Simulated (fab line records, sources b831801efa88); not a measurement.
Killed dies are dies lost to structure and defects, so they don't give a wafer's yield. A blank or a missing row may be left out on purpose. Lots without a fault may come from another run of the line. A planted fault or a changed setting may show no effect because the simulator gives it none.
Which tool did it? | flow gf180mcu | 6 lots, 18 wafers sampled, at 2 steps of a route of 602

WHAT THE GAUGES READ, wafer by wafer
GF_VT_IMPLANT_RS_MEAS_48: measures by four-point-probe.
lot  | measured     | on            | LVPWELL_RS (ohm/sq)
L572 | day 8 17:23  | film_metro-01 | 1201 1200 1198
L576 | day 9 19:30  | film_metro-02 | 1196 1194 1197
L578 | day 10 12:13 | film_metro-02 | 1198 1192 1198
L580 | day 11 01:57 | film_metro-03 | 1194 1194 1193
L585 | day 12 09:05 | film_metro-02 | 1198 1204 1198
L589 | day 13 10:29 | film_metro-03 | 1242 1242 1244

WHICH TOOL RAN EACH LOT (tool, then ch and the chambers of the sampled wafers, then the start)
lot  | GF_LVPWELL_IMPLANT_09
L572 | implanter-02 ch 0, day 4 19:05
L576 | implanter-04 ch 0, day 5 17:24
L578 | implanter-02 ch 0, day 6 06:52
L580 | implanter-01 ch 0, day 6 17:24
L585 | implanter-01 ch 0, day 7 22:20
L589 | implanter-04 ch 0, day 8 19:12
- GF_LVPWELL_IMPLANT_09

THE ANSWER, worked out from the rows above alone
Rule: what is usual is taken from the lots themselves. Put in order of their means at a reading, lots are off if they are a third of the lots or fewer, leave a main group of 4 or more, and stand apart from it by a gap of 3 or more times the standard deviation of the main group's means; of several such gaps the widest counts. A main group whose means are all the same, to the digits that the tables above print for the reading, isn't used. A lot without any number at a reading at which 4 lots or more have one is off too. The other lots that the step has rows for count as sound.
Off: L589, at GF_VT_IMPLANT_RS_MEAS_48 (LVPWELL_RS). The main group: mean 1197 ohm/sq, standard deviation 2.4.
A tool fits if, at a process step before that reading, it ran every lot that is off, and no sound lot after the first of them. The gauges at GF_VT_IMPLANT_RS_MEAS_48 are tried like those tools. Can't be told from this: 2 tools fit, implanter-04 at GF_LVPWELL_IMPLANT_09, film_metro-03 at GF_VT_IMPLANT_RS_MEAS_48.

WHAT THE SIMULATOR HAD PUT IN
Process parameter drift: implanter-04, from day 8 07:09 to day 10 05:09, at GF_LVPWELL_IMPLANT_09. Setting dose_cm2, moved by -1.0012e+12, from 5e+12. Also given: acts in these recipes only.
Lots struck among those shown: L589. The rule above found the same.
